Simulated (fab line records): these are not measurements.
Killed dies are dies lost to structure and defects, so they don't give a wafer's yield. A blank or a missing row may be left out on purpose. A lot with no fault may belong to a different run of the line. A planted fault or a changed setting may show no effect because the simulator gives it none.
fab line records	flow sky130
[record] lots = 7	wafers = 21	last_day = 49
route steps=708 shown SD_N@344 PAD_OPEN@708
lots that met no fault: from a run of the same line without faults
start_h: hours from the record's first day to the start of the lot's first wafer shown	wait_h: how many hours have passed since the lot's step before this one	" the same as in the row above	L1.1+2: one row covering several wafers at once	- value missing, or start not given	* or withheld: withheld	< > ~ a bound
route shown NAME@n: a module of which the file shows steps, and the number in the route of the first	usual: the fault-free wafers' mean and standard deviation	same: alike in all rows	chamber/n: place in a boat	sites: readings site by site	_std_site: the values' standard deviation	_edge_site: outer sites' mean less inner sites'	radius_mm: how far each site lies from the wafer's centre	mask NAME#n: copy n	behind: the most recent tool/chamber to have shaped the wafer	hold: reason for holding the lot/hours on hold/outcome of the hold	device: the n, p or np transistor that did not switch	end of line: the tests these same wafers got at the end of their route	a step without rows: its recipe alone	killed: not the wafer's yield, but the dies lost to structure and defects at the first sort	map: a wafer's dies, marking killed ones x, the rest . and places with no die _
set.NAME: the setting that was run; set.NAME@STEP: the one run at that earlier step	model.NAME: the simulator's own value behind a step, which no gauge read
lots seen at some steps along the route; tables by step, rows by wafer
services: from which hour (start_h, from the record's first day; less than 0 if before it) a tool's chamber was out of use, for how many hours, and why
[[steps]]
[step SKY_SD_N_COAT_02]
[recipe] resist = NOVOLAK	spin_rpm = 3000	resist_thk_nm = 1140
[step SKY_SD_N_SOFTBAKE_03]
[recipe] temp_c = 90	time_s = 60	resist = NOVOLAK
[step SKY_SD_N_EXPOSE_04]
[recipe] mask_id = NSDM	na = 0.6	source_shape = conventional	sigma_outer = 0.6	polarization = unpolarized	target_cd_nm = 380	dose_mj = 144.5
[step SKY_SD_N_PEB_05]
[recipe] temp_c = withheld	time_s = *	resist = NOVOLAK
[step SKY_SD_N_DEVELOP_06]
[recipe] resist = NOVOLAK	developer = TMAH	develop_time_s = 60	dev_temp_c = 23
[step SKY_SD_N_CD_MEAS_07]
[recipe] target_cd_nm = 380
[usual] cd_nm = 380.8/2.3
lot.wafer	tool	chamber	start_h	wait_h	cd_nm
L801.1	cd_sem-02	-	677.32	0.1	382.5
L801.2	"	-	"	"	383.6
L801.3	"	-	"	"	383.2
L804.2	cd_sem-01	-	700.68	0.1	380.0
L804.5	"	-	"	"	379.8
L804.6	"	-	"	"	379.0
L806.1	cd_sem-02	-	725.01	0.1	382.8
L806.4	"	-	"	"	383.1
L806.5	"	-	"	"	379.9
L807.2	cd_sem-02	-	726.22	0.1	381.9
L807.3	"	-	"	"	381.1
L807.6	"	-	"	"	381.3
L808.2	cd_sem-02	-	735.17	0.1	381.9
L808.3	"	-	"	"	381.7
L808.5	"	-	"	"	380.3
L809.2	cd_sem-02	-	745.03	0.1	377.7
L809.4	"	-	"	"	376.8
L809.5	"	-	"	"	377.3
L817.1	cd_sem-01	-	797.22	0.1	375.1
L817.4	"	-	"	"	374.8
L817.6	"	-	"	"	376.0
[step SKY_SD_N_OVL_MEAS_08]
[usual] SD_N_OVL = 0.2/1.2
lot.wafer	tool	chamber	start_h	wait_h	SD_N_OVL[nm]
L801.1	overlay-02	-	677.44	0.1	1.3
L801.2	"	-	"	"	0.2
L801.3	"	-	"	"	1.2
L804.2	overlay-01	-	700.79	0.1	-0.4
L804.5	"	-	"	"	-2.5
L804.6	"	-	"	"	-0.5
L806.1	overlay-02	-	725.13	0.1	0.3
L806.4	"	-	"	"	0.7
L806.5	"	-	"	"	1.0
L807.2	overlay-01	-	726.33	0.1	0.6
L807.3	"	-	"	"	-0.4
L807.6	"	-	"	"	-0.1
L808.2	overlay-02	-	735.28	0.1	0.0
L808.3	"	-	"	"	-0.8
L808.5	"	-	"	"	-0.5
L809.2	overlay-02	-	745.14	0.1	1.7
L809.4	"	-	"	"	1.9
L809.5	"	-	"	"	2.2
L817.1	overlay-01	-	797.34	0.1	-2.6
L817.4	"	-	"	"	-1.9
L817.6	"	-	"	"	-1.7
[step SKY_SD_N_IMPLANT_09]
[recipe] species = As	energy_kev = 50	dose_cm2 = 4e+15	tilt_deg = 0
[step SKY_SD_N_IMPLANT_10]
[recipe] species = P	energy_kev = 20	dose_cm2 = 1e+14	tilt_deg = 0
[step SKY_SD_N_STRIP_11]
[recipe] chemistry = O2/N2	power_w = 1400	pressure_mtorr = 1500	platen_temp_c = withheld	o2_flow_sccm = 3000	n2_flow_sccm = 300	overash_fraction = 0.5
[usual] chamber_pressure_mTorr = 1500.1/1.4	drypump_motor_current_A = 5.4/0.33	oes_product_au = 0.528/0.0048	strip_time_to_endpoint_s = 22.55/0.051
lot.wafer	tool	chamber	start_h	wait_h	chamber_pressure_mTorr	drypump_motor_current_A	oes_product_au	rf_hours_counter_h	strip_time_to_endpoint_s
L801.1	plasma_asher-04	0	677.77	0.1	1500.3	5.0	0.531	82	22.56
L801.2	"	1	"	"	1499.8	5.6	0.527	82	22.56
L801.3	"	0	"	"	1500.9	5.0	0.526	-	22.57
L804.2	plasma_asher-02	1	701.12	0.1	1499.7	6.0	0.532	103	22.53
L804.5	"	0	"	"	1500.8	5.4	0.521	-	22.55
L804.6	"	1	"	"	1499.5	6.1	0.527	-	22.53
L806.1	plasma_asher-02	0	725.47	0.1	1498.9	5.4	0.531	105	22.52
L806.4	"	1	"	"	1499.2	6.1	0.531	-	22.54
L806.5	"	1	"	"	1501.5	6.0	0.526	-	22.51
L807.2	plasma_asher-03	1	726.66	0.1	1498.5	5.1	0.530	29	22.59
L807.3	"	0	"	"	1500.0	5.6	0.532	-	22.58
L807.6	"	0	"	"	1502.6	5.6	0.531	-	22.59
L808.2	plasma_asher-04	0	735.61	0.1	1501.1	5.1	0.523	88	22.58
L808.3	"	1	"	"	1498.4	5.7	0.524	-	22.61
L808.5	"	0	"	"	1499.6	5.0	0.528	-	22.62
L809.2	plasma_asher-02	0	745.47	0.1	1499.8	5.4	0.530	0	22.46
L809.4	"	1	"	"	1499.5	6.0	0.519	-	22.52
L809.5	"	1	"	"	1500.4	6.1	0.528	-	22.46
L817.1	plasma_asher-04	0	797.67	0.1	1499.8	5.1	0.524	94	22.59
L817.4	"	1	"	"	1500.0	5.7	0.532	-	22.54
L817.6	"	1	"	"	1496.3	5.6	0.527	-	22.58
[step SKY_SD_N_TW_MEAS_12]
[usual] SD_N_TW = 4017/23
lot.wafer	tool	chamber	start_h	wait_h	SD_N_TW
L801.1	film_metro-02	-	677.87	0.1	3980
L801.2	"	-	"	"	3981
L801.3	"	-	"	"	3973
L804.2	film_metro-01	-	701.23	0.1	4027
L804.5	"	-	"	"	4007
L804.6	"	-	"	"	4024
L806.1	film_metro-01	-	725.57	0.1	4029
L806.4	"	-	"	"	4046
L806.5	"	-	"	"	4043
L807.2	film_metro-02	-	726.77	0.1	4005
L807.3	"	-	"	"	4008
L807.6	"	-	"	"	4002
L808.2	film_metro-01	-	735.72	0.1	4003
L808.3	"	-	"	"	4014
L808.5	"	-	"	"	4027
L809.2	film_metro-01	-	745.58	0.1	4034
L809.4	"	-	"	"	4029
L809.5	"	-	"	"	4023
L817.1	film_metro-02	-	797.77	0.1	4015
L817.4	"	-	"	"	3985
L817.6	"	-	"	"	3998
[step SKY_SD_N_CLEAN_13]
[recipe] chemistry = SC1/SC2	mix = 1:4:20	temp_c = 70	time_s = 150	dry = n2_spin
[step SKY_SD_N_RTA_14]
[recipe] temp_c = 1075	time_s = 2	idle_temp_c = 650	ramp_up_c_per_s = 150	ramp_down_c_per_s = 90	ambient = N2
[usual] lamp_power_pct = 15.74/0.054	wafer_temp_C_max = 1078.1/1.3
lot.wafer	tool	chamber	start_h	wait_h	lamp_power_pct	wafer_temp_C_max
L801.1	rtp_anneal-02	0	677.99	0.0	15.72	1080.9
L801.2	"	0	"	"	15.79	1077.0
L801.3	"	0	"	"	15.76	1077.6
L804.2	rtp_anneal-01	0	701.34	0.0	15.72	1077.0
L804.5	"	0	"	"	15.72	1078.4
L804.6	"	0	"	"	15.80	1078.5
L806.1	rtp_anneal-01	0	725.68	0.0	15.77	1079.2
L806.4	"	0	"	"	15.70	1080.1
L806.5	"	0	"	"	15.71	1081.4
L807.2	rtp_anneal-02	0	726.88	0.0	15.74	1077.9
L807.3	"	0	"	"	15.76	1077.1
L807.6	"	0	"	"	15.70	1078.5
L808.2	rtp_anneal-01	0	735.83	0.0	15.71	1077.9
L808.3	"	0	"	"	15.77	1077.9
L808.5	"	0	"	"	15.71	1077.7
L808.2	rtp_anneal-01	0	736.05	0.2	15.69	1079.7
L808.3	"	0	"	"	15.77	1079.7
L808.5	"	0	"	"	15.60	1078.6
L809.2	rtp_anneal-02	0	745.69	0.0	15.75	1078.7
L809.4	"	0	"	"	15.69	1079.9
L809.5	"	0	"	"	15.82	1075.4
L809.2	rtp_anneal-02	0	745.91	0.2	15.70	1078.6
L809.4	"	0	"	"	15.67	1078.2
L809.5	"	0	"	"	15.81	1078.3
L817.1	rtp_anneal-01	0	797.89	0.0	15.75	1078.4
L817.4	"	0	"	"	15.76	1079.3
L817.6	"	0	"	"	15.72	1077.7
L817.1	rtp_anneal-01	0	798.11	0.2	15.74	1078.0
L817.4	"	0	"	"	15.74	1076.8
L817.6	"	0	"	"	15.80	1080.6
[step SKY_PAD_OPEN_PROBE_99]
[usual] killed_at_M0_to_M3 = 42/7.2	killed_at_M4_up = 3.5/1.8	killed_at_contacts = 25/5.7	killed_at_front_end = 16/4.6	killed_at_other = 0.2/0.41	killed_dies = 86/9.3	killed_open = 47/6.3	killed_short = 39/5.9
[same] gross_dies = 492	killed_at_back_side = 0
lot.wafer	tool	chamber	start_h	wait_h	killed_at_M0_to_M3	killed_at_M4_up	killed_at_contacts	killed_at_front_end	killed_at_other	killed_dies	killed_open	killed_short	model.etest.res_xhigh_po.line_ohm_um	model.etest.res_xhigh_po.rs_ohm_sq	model.etest.pfet_01v8.r_on_ohm_um	model.etest.res_pdiff.line_ohm_um	model.etest.pfet_g5v0d10v5.r_on_ohm_um	model.etest.res_high_po.line_ohm_um	model.etest.licon_high_po.rc_ohm	model.etest.res_ndiff.line_ohm_um
L801.1	prober-02	-	1101.09	0.1	43	2	30	17	0	92	55	37	5670	1995	2864	1371	4707	758.5	354	760.8
L801.2	prober-02	-	1101.14	0.1	52	8	29	13	0	102	61	41	5795	2064	2855	1394	4726	762.1	358.7	771.4
L801.3	prober-02	-	1101.19	0.2	39	4	30	12	0	85	59	26	5721	2006	2855	1401	4731	745.3	356.8	772.5
L804.2	prober-01	-	1115.98	0.1	39	3	30	9	0	81	45	36	5800	2010	2851	1358	4758	724.2	352.7	764.2
L804.5	prober-01	-	1116.13	0.2	40	8	35	19	1	103	57	46	5944	2094	2849	1367	4744	762.2	363.7	736.8
L804.6	prober-01	-	1116.18	0.2	42	2	31	14	0	89	43	46	5649	1962	2862	1390	4718	744.1	354.5	763.2
L806.1	prober-01	-	1131.63	0.1	37	6	35	13	1	92	51	41	5840	2036	2942	1360	4703	760.3	364.1	759.8
L806.4	prober-01	-	1131.78	0.2	33	9	30	10	0	82	45	37	5943	2109	2978	1372	4774	774.6	354.7	747.3
L806.5	prober-01	-	1131.83	0.2	40	5	33	29	0	107	56	51	5816	2035	2983	1371	4765	764.1	357.7	755.7
L807.2	prober-02	-	1133.62	0.1	39	5	22	23	0	89	50	39	5338	1888	2992	1425	4919	722.5	344.2	764
L807.3	prober-02	-	1133.67	0.2	33	1	22	14	1	71	43	28	5430	1921	2946	1402	4876	720.7	347.8	752.4
L807.6	prober-02	-	1133.82	0.2	44	4	21	12	0	81	39	42	5459	1920	2915	1415	4861	727.8	337.6	767.8
L808.2	prober-01	-	1143.91	0.1	58	1	22	13	0	94	57	37	4262	1486	2526	1179	4732	631.8	268	701.1
L808.3	prober-01	-	1143.96	0.2	43	3	19	15	0	80	39	41	4038	1433	2533	1140	4644	616.3	247.7	697.8
L808.5	prober-01	-	1144.06	0.2	50	6	29	21	0	106	55	51	4126	1451	2503	1174	4648	622	247.1	697.4
L809.2	prober-02	-	1146.54	0.1	33	3	22	12	0	70	37	33	4217	1499	2597	1117	4598	617.9	245.3	684.3
L809.4	prober-02	-	1146.64	0.2	32	2	20	16	0	70	37	33	4288	1514	2590	1134	4656	622.4	262.1	698.9
L809.5	prober-02	-	1146.69	0.2	34	0	31	12	0	77	38	39	4215	1475	2573	1164	4625	614.9	257.5	709
L817.1	prober-02	-	1183.35	0.1	51	2	18	23	0	94	52	42	4177	1464	2538	1175	4685	624.4	260.8	715.7
L817.4	prober-02	-	1183.50	0.2	41	2	24	17	0	84	46	38	4160	1437	2481	1156	4574	623.8	254.7	695.5
L817.6	prober-02	-	1183.60	0.2	56	3	15	19	1	94	48	46	4179	1466	2551	1185	4647	609.6	256.1	720.9
// killed by level:class
L801.1 CONTACT:geometric_particle:open=15 VIA1:geometric_particle:open=11 LI_CONTACT:geometric_particle:open=7 METAL2:geometric_particle:short=7 POLY_GATE:geometric_particle:open=5 VIA3:geometric_particle:open=5 FIELD_ISO:geometric_particle:open=4 LOCAL_INTERCONNECT:geometric_particle:short=4
L801.2 CONTACT:geometric_particle:open=15 VIA1:geometric_particle:open=13 VIA3:geometric_particle:open=10 VIA1:geometric_particle:short=7 METAL4:geometric_particle:short=6 VIA2:geometric_particle:open=6 FIELD_ISO:geometric_particle:open=5 LI_CONTACT:geometric_particle:open=4
L801.3 CONTACT:geometric_particle:open=14 VIA1:geometric_particle:open=12 VIA3:geometric_particle:open=10 LI_CONTACT:geometric_particle:open=6 CONTACT:geometric_particle:short=5 LI_CONTACT:geometric_particle:short=4 VIA1:geometric_particle:short=4 METAL2:geometric_particle:short=4
L804.2 CONTACT:geometric_particle:open=12 CONTACT:geometric_particle:short=8 VIA3:geometric_particle:open=8 VIA2:geometric_particle:open=7 VIA1:geometric_particle:open=6 LI_CONTACT:geometric_particle:open=5 LOCAL_INTERCONNECT:geometric_particle:short=4 METAL2:geometric_particle:short=4
L804.5 CONTACT:geometric_particle:open=14 VIA1:geometric_particle:open=11 LI_CONTACT:geometric_particle:open=10 FIELD_ISO:geometric_particle:short=8 METAL2:geometric_particle:short=8 METAL4:geometric_particle:short=7 LOCAL_INTERCONNECT:geometric_particle:short=7 VIA2:geometric_particle:open=6
L804.6 LI_CONTACT:geometric_particle:open=12 CONTACT:geometric_particle:open=9 VIA2:geometric_particle:short=7 VIA3:geometric_particle:open=7 CONTACT:geometric_particle:short=6 METAL3:geometric_particle:short=6 VIA3:geometric_particle:short=5 SPACER:geometric_particle:short=4
L806.1 CONTACT:geometric_particle:open=14 CONTACT:geometric_particle:short=9 VIA1:geometric_particle:open=9 LI_CONTACT:geometric_particle:open=8 METAL1:geometric_particle:short=7 VIA3:geometric_particle:open=5 VIA2:geometric_particle:open=5 FIELD_ISO:geometric_particle:short=4
L806.4 LI_CONTACT:geometric_particle:open=9 CONTACT:geometric_particle:open=9 METAL4:geometric_particle:short=8 VIA1:geometric_particle:open=7 VIA1:geometric_particle:short=6 VIA3:geometric_particle:open=6 CONTACT:geometric_particle:short=5 VIA2:geometric_particle:open=5
L806.5 CONTACT:geometric_particle:open=14 POLY_GATE:geometric_particle:short=10 VIA3:geometric_particle:open=7 VIA1:geometric_particle:open=7 FIELD_ISO:geometric_particle:open=6 FIELD_ISO:geometric_particle:short=6 POLY_GATE:geometric_particle:open=5 LI_CONTACT:geometric_particle:open=5
L807.2 CONTACT:geometric_particle:open=10 VIA1:geometric_particle:open=8 LI_CONTACT:geometric_particle:open=6 POLY_GATE:geometric_particle:open=5 VIA3:geometric_particle:open=5 FIELD_ISO:geometric_particle:short=4 POLY_GATE:geometric_particle:short=4 VIA1:geometric_particle:short=4
L807.3 VIA1:geometric_particle:open=11 CONTACT:geometric_particle:open=10 VIA2:geometric_particle:open=6 METAL1:geometric_particle:short=5 VIA3:geometric_particle:open=5 LI_CONTACT:geometric_particle:open=4 VIA1:geometric_particle:short=4 FIELD_ISO:geometric_particle:open=3
L807.6 VIA1:geometric_particle:open=12 CONTACT:geometric_particle:open=8 POLY_GATE:geometric_particle:short=6 METAL1:geometric_particle:short=6 LI_CONTACT:geometric_particle:open=5 VIA2:geometric_particle:open=5 LOCAL_INTERCONNECT:geometric_particle:short=4 VIA1:geometric_particle:short=4
L808.2 VIA1:geometric_particle:open=14 CONTACT:geometric_particle:open=11 VIA2:geometric_particle:open=8 METAL3:geometric_particle:short=7 METAL1:geometric_particle:short=7 LI_CONTACT:geometric_particle:open=6 VIA1:geometric_particle:short=6 METAL2:geometric_particle:open=6
L808.3 POLY_GATE:geometric_particle:short=8 CONTACT:geometric_particle:open=8 METAL1:geometric_particle:short=6 VIA2:geometric_particle:open=6 VIA1:geometric_particle:open=6 METAL2:geometric_particle:short=6 LI_CONTACT:geometric_particle:open=5 VIA3:geometric_particle:open=5
L808.5 VIA1:geometric_particle:open=13 CONTACT:geometric_particle:open=11 VIA1:geometric_particle:short=10 POLY_GATE:geometric_particle:short=6 LI_CONTACT:geometric_particle:open=6 METAL1:geometric_particle:short=6 VIA3:geometric_particle:open=6 FIELD_ISO:geometric_particle:short=5
L809.2 CONTACT:geometric_particle:open=8 VIA3:geometric_particle:open=7 CONTACT:geometric_particle:short=6 VIA2:geometric_particle:open=6 METAL1:geometric_particle:short=4 VIA1:geometric_particle:open=4 METAL2:geometric_particle:short=4 POLY_GATE:geometric_particle:open=3
L809.4 CONTACT:geometric_particle:open=9 METAL2:geometric_particle:short=7 CONTACT:geometric_particle:short=6 VIA1:geometric_particle:open=5 VIA3:geometric_particle:open=5 FIELD_ISO:geometric_particle:short=4 POLY_GATE:geometric_particle:open=4 LI_CONTACT:geometric_particle:open=4
L809.5 CONTACT:geometric_particle:open=11 FIELD_ISO:geometric_particle:short=6 VIA1:geometric_particle:open=6 LI_CONTACT:geometric_particle:short=5 LI_CONTACT:geometric_particle:open=5 METAL2:geometric_particle:short=5 LOCAL_INTERCONNECT:geometric_particle:short=4 CONTACT:geometric_particle:short=4
L817.1 VIA1:geometric_particle:open=14 POLY_GATE:geometric_particle:open=8 VIA2:geometric_particle:open=8 VIA1:geometric_particle:short=8 CONTACT:geometric_particle:open=7 CONTACT:geometric_particle:short=6 FIELD_ISO:geometric_particle:short=4 POLY_CUT:geometric_particle:open=4
L817.4 VIA1:geometric_particle:open=9 CONTACT:geometric_particle:open=8 VIA2:geometric_particle:open=7 POLY_GATE:geometric_particle:short=6 VIA3:geometric_particle:open=6 LI_CONTACT:geometric_particle:open=5 CONTACT:geometric_particle:short=5 METAL1:geometric_particle:short=5
L817.6 VIA1:geometric_particle:open=15 METAL1:geometric_particle:short=8 VIA3:geometric_particle:open=7 VIA1:geometric_particle:short=6 VIA2:geometric_particle:open=6 VIA2:geometric_particle:short=6 POLY_GATE:geometric_particle:open=5 POLY_GATE:geometric_particle:short=4
[[services]]
tool	chamber	start_h	hours	kind
plasma_asher-03	-	658.06	9.0	repair
plasma_asher-03	-	713.95	3.5	repair
rtp_anneal-02	-	733.38	6.0	pm
plasma_asher-02	-	733.75	9.0	pm
plasma_asher-02	0	733.75	9.0	vent_cycle
plasma_asher-02	1	733.75	9.0	vent_cycle
plasma_asher-02	0	742.75	-	clean
plasma_asher-02	1	742.75	-	clean
rtp_anneal-01	-	747.38	6.6	pm
plasma_asher-04	-	774.01	2.8	pm
[[key]]
[first_sign] step = SKY_SD_N_RTA_14	reading = visit	direction = added
effect none on later readings
[model_effect] step = SKY_PAD_OPEN_PROBE_99	value = etest.res_xhigh_po.line_ohm_um	without = 5591	struck = 4185
met_at SKY_SD_N_RTA_14
struck_wafers L808.2,L808.3,L808.5,L809.2,L809.4,L809.5,L817.1,L817.4,L817.6
tester_left_out L808,L809,L817
[fault] kind = repeated_step_whole	tool = rtp_anneal-01,rtp_anneal-02	chamber = -	onset_h = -	steps = SKY_SD_N_RTA_14	times = 1	scope = struck_lots_only
// tester_left_out: of these lots the tester's yield and bins aren't shown, on N5 and GAA mostly nor the transistor test; their killed dies are dies lost to structure and defects alone, not to doping, threshold or leakage, so they don't give the yield
